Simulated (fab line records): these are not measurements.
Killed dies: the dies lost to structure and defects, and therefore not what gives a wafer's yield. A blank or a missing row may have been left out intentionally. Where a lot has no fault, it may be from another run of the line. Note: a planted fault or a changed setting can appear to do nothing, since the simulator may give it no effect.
Struck lot and sound lot, side by side | flow sky130 | 17 out of 708 route steps
Sound: the wafers L923.1, L923.4, L923.6. The struck wafers were L929.2, L929.3, L929.4. At the end, the cause is stated.
Order at every step that has rows: each side's tool, ch and its chambers, its first start. Under that, the readings that differ: sound wafers | struck wafers | difference of the means | sigmas: that difference in standard deviations of wafers without a fault.
alike: readings whose means differ by less than 2 such deviations, and words and numbers that are the same on both sides. not compared: withheld readings, readings that some wafer has no value for, bounds like >300 that may hide the same value, and numbers for which the record gives no deviation and whose values overlap.
A row with sigmas, a row that says differs or no value, or rows on one side alone: a step with any of these is where the two part. Numbers that don't overlap but have no deviation are shown without sigmas and don't part them. A reading missing from all wafers of one side parts the sides only when that side holds two or more wafers.

first, 6 steps without rows for these wafers: SKY_LDD_N_IMPLANT_10; SKY_LDD_N_IMPLANT_11; SKY_LDD_N_IMPLANT_12; SKY_LDD_N_IMPLANT_13; SKY_LDD_N_IMPLANT_14; SKY_LDD_N_IMPLANT_15.
SKY_LDD_N_STRIP_16: strips in O2/N2.
  sound on plasma_asher-03 ch 0,1, day 18 04:02; struck on plasma_asher-02 ch 0,1, day 20 19:35
  reading                     | sound       | struck      | difference | sigmas
  drypump_motor_current_A (A) | 5.3 5.2 5.2 | 6.4 5.6 6.4 | +0.9       | +2
  alike: oes_product_au, strip_time_to_endpoint_s
  not compared: rf_hours_counter_h
SKY_LDD_N_TW_MEAS_17:
  sound: film_metro-01 at day 18 04:08; struck: film_metro-03 at day 20 19:41
  alike: LDD_N_TW
then, 4 steps without rows for these wafers: SKY_LDD_P_DEHYDRATE_00 (time 60 s); SKY_LDD_P_HMDS_01 (prime time 60 s); SKY_LDD_P_COAT_02 (resist thk 1140 nm); SKY_LDD_P_SOFTBAKE_03 (time 60 s).
SKY_LDD_P_EXPOSE_04: exposes mask PSDM, target cd 380 nm.
  sound on iline_stepper-02 ch 0, day 18 19:33; struck on iline_stepper-02 ch 0, day 21 11:22
  reading              | sound                | struck               | difference | sigmas
  exposure_dose_mJ_cm2 | 137.95 137.82 137.96 | 101.28 101.76 101.58 | -36.37     | -99 or more
  alike: mask, focus_offset_nm
then, 2 steps without rows for these wafers: SKY_LDD_P_PEB_05; SKY_LDD_P_DEVELOP_06 (develop time 60 s).
SKY_LDD_P_CD_MEAS_07 targets a cd of 380 nm.
  sound: cd_sem-01 at day 19 11:03; struck: cd_sem-01 at day 22 02:55
  reading    | sound             | struck            | difference | sigmas
  cd_nm (nm) | 375.9 378.2 378.0 | 292.8 289.8 289.4 | -86.7      | -33
SKY_LDD_P_OVL_MEAS_08:
  sound: overlay-01 at day 19 11:10; struck: overlay-01 at day 22 03:01
  alike: LDD_P_OVL

WHERE THEY PART
First at SKY_LDD_N_STRIP_16; last, within this record, at SKY_LDD_P_CD_MEAS_07. Later steps at which nothing parts them and some readings are alike: SKY_LDD_P_OVL_MEAS_08.

WHY: the cause the simulator had injected
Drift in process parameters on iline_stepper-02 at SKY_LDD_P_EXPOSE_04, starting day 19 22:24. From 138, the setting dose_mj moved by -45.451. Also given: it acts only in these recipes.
